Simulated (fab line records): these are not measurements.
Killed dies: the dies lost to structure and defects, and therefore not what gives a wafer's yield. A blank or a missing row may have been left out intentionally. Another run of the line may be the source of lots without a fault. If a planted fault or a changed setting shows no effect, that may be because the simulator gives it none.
A struck lot beside a sound one | flow sky130 | 15 steps out of a route of 708
Sound: wafers L678.2, L678.5, L678.6. Struck: wafer L689.3 (L689.1, L689.5, from the same lot, were not struck and are left out); the cause is given at the end.
Order at every step that has rows: each side's tool, ch and its chambers, its first start. Under that, the readings that differ: sound wafers | struck wafers | difference of the means | sigmas: that difference in standard deviations of wafers without a fault.
alike: readings with means less than 2 such deviations apart, plus words and numbers identical on both sides. not compared: withheld readings, readings lacking a value on some wafer, bounds such as >300 that could conceal the same value, and numbers that have no deviation in the record and whose values overlap.
Wherever a step has rows on one side only, a row that says differs or no value, or a row with sigmas, the two part there. When numbers do not overlap yet have no deviation, they are printed without sigmas and do not part them. Lack of a reading on every wafer of one side parts them only where that side has two or more wafers.

first, 3 steps without rows for these wafers: SKY_VIA4_STRIP_14 (strips in post etch residue remover, time 1200 s); SKY_VIA4_CLEAN_15 (cleans in IPA, time 180 s); SKY_VIA4_CLEAN_16 (cleans in O3/DIW).
SKY_VIA4_SPUTTER_17: material TiN, target thk 20 nm, time 80 s.
  struck on pvdSputter-01, day 46 20:51; sound on pvdSputter-03, day 43 17:56
  alike: cathodeDcPowerW, chamberPressurePa, throttleValvePct
then, 1 step without rows for these wafers: SKY_VIA4_CVD_18 (deposits W, target thk 505 nm, time 152.14 s).
SKY_VIA4_RS_MEAS_19: measurement is done with a four-point probe.
  struck on filmMetro-02, day 46 21:04; sound on filmMetro-02, day 43 18:10
  alike: VIA4_W_RS
SKY_VIA4_THK_MEAS_20: measures by xrf.
  struck on filmMetro-02, day 46 21:11; sound on filmMetro-02, day 43 18:16
  alike: VIA4_W_THK
SKY_VIA4_CMP_21: polishes, stops on SiO2, t overpolish 25 s, target thk 0 nm.
  sound on cmp-02 ch 0,2,3, day 43 18:51; struck on cmp-02 ch 3, day 46 21:15
reading           | sound         | struck | difference | sigmas
motorCurrentA (A) | 11.9 9.0 11.9 | 8.7    | -2.2       | -2
  alike: overpolishRunS, slurryFilterDpKPa, timeToEndpointS
SKY_METAL5_SPUTTER_00: material Ti, target thk 15 nm, time 10 s.
  struck on pvdSputter-04, day 46 21:33; sound on pvdSputter-04, day 43 19:00
  alike: cathodeDcPowerW, chamberPressurePa, throttleValvePct
then, 1 step without rows for these wafers: SKY_METAL5_SPUTTER_01 (material TiN, target thk 20 nm, time 16.7 s).
SKY_METAL5_SPUTTER_02: material AlCu, target thk 1150 nm, time 61.2 s.
  struck on pvdSputter-04, day 46 21:36; sound on pvdSputter-04, day 43 19:03
  alike: cathodeDcPowerW, chamberPressurePa, throttleValvePct
SKY_METAL5_SPUTTER_03: material Ti, target thk 5 nm, time 3.3 s.
  struck on pvdSputter-04, day 46 21:39; sound on pvdSputter-04, day 43 19:06
  alike: cathodeDcPowerW, chamberPressurePa, throttleValvePct
SKY_METAL5_SPUTTER_04: material TiN, target thk 70 nm, time 58.3 s.
  struck on pvdSputter-04, day 46 21:40; sound on pvdSputter-04, day 43 19:07
reading                | sound                | struck | difference | sigmas
chamberPressurePa (Pa) | 0.3984 0.4002 0.4003 | 0.4321 | +0.0325    | +37
throttleValvePct (%)   | 29.0 30.9 30.9       | 27.9   | -2.4       | -3
  alike: cathodeDcPowerW
SKY_METAL5_RS_MEAS_05: measurement is done with a four-point probe.
  struck on filmMetro-02, day 46 21:43; sound on filmMetro-04, day 43 19:11
reading                 | sound                  | struck  | difference | sigmas
METAL5_ALCU_RS (ohm/sq) | 0.0274 0.02721 0.02723 | 0.02673 | -0.00055   | -2
-- the record jumps here: 3 days lie between the struck wafers' starts before and after (it left off in module METAL5 and takes up again in module PAD_OPEN, whose first step shown is number 708 of the route) --
SKY_PAD_OPEN_PROBE_99:
  struck on prober-01, day 49 10:11; sound on prober-02, day 46 14:25
reading                 | sound          | struck | difference | sigmas
defectLimitedYield (%)  | 85.0 86.0 84.1 | 80.7   | -4.3       | -2
killedDies              | 74 69 78       | 95     | +21        | +2
sort_bin_5_function (%) | 7.9 7.5 10.8   | 12.4   | +3.7       | +2
sortNPass               | 418 423 414    | 397    | -21        | -2
sortYieldPct (%)        | 85.0 86.0 84.1 | 80.7   | -4.3       | -2
  alike: killed_at_M0_to_M3, killed_at_M4_up, killedAtContacts, killedAtFrontEnd, killedAtOther, killedOpen, killedShort, sort_bin_3_pad_short, sort_bin_6_memory

## WHERE THEY PART
Last at SKY_PAD_OPEN_PROBE_99 as far as this record goes, first at SKY_VIA4_CMP_21.

WHY: what the simulator had put in
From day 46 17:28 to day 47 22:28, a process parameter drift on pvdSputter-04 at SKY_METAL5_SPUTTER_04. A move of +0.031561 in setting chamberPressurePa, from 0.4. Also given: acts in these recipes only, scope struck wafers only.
